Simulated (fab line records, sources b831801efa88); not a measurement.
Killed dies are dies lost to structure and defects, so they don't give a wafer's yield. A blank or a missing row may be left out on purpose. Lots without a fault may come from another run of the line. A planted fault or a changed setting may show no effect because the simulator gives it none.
One fault seen from 2 desks | flow gf180mcu | each desk has only its own numbers; what lay behind them comes last

THE METROLOGY DESK
What the gauges read, lot by lot, whatever tool the lot ran on: means of the sampled wafers that have a number. A lot is out of limits, marked OUT, if its mean lies more than 4 standard deviations from the usual mean; the brackets give that distance.
Columns: A = PASSIVATION_CVD_00_THK at GF_PASSIVATION_THK_MEAS_01, usual 996 nm
lot  | first seen here | A
L632 | day 28 13:17    | 1005
L633 | day 28 16:17    | 985
L634 | day 29 01:20    | 992
L635 | day 29 07:35    | 651 (-29) OUT
L636 | day 29 16:11    | 771 (-19) OUT
L638 | day 30 08:05    | 986
L647 | day 32 16:48    | 995
L648 | day 33 03:19    | 975
L651 | day 33 17:29    | 1001
L652 | day 33 19:59    | 1003
L654 | day 34 08:33    | 988
This desk's finding: out of limits on L635, L636; first on L635, day 29 07:35 (PASSIVATION_CVD_00_THK at GF_PASSIVATION_THK_MEAS_01). In limits: L632, L633, L634, L638, L647, L648, L651, L652, L654.

THE TOOL OWNER'S DESK: pecvd-02
The tool's own readings at GF_PASSIVATION_CVD_00 (deposits SiO2 from TEOS, target thk 1000 nm, time 111.95 s): means of the sampled wafers that have a number, for each lot that ran on this tool. A lot is out of limits, marked OUT, if its mean lies more than 4 standard deviations from the usual mean; the brackets give that distance.
Columns: A = heater_power_w at GF_PASSIVATION_CVD_00, usual 643 W
lot  | first seen here | A
L633 | day 28 16:13    | 628
L634 | day 29 01:16    | 659
L635 | day 29 07:30    | 643
L636 | day 29 16:05    | 636
L651 | day 33 17:24    | 713
This desk's finding: nothing out of limits on any of the 5 lots.

PUT TOGETHER
The metrology desk could have raised an alarm at day 29 07:35, on L635, L636.
The tool owner's desk saw nothing out of limits.
The tool owner's desk has L635, L636 on record, within its limits.
Of the lots named, all ran GF_PASSIVATION_CVD_00 on pecvd-02.

WHAT THE SIMULATOR HAD PUT IN
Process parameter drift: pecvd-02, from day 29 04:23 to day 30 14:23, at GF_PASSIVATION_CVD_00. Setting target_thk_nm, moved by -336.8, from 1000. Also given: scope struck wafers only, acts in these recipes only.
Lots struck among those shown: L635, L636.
Hours from the fault's start to each desk's first reading out of limits: the metrology desk, 3.
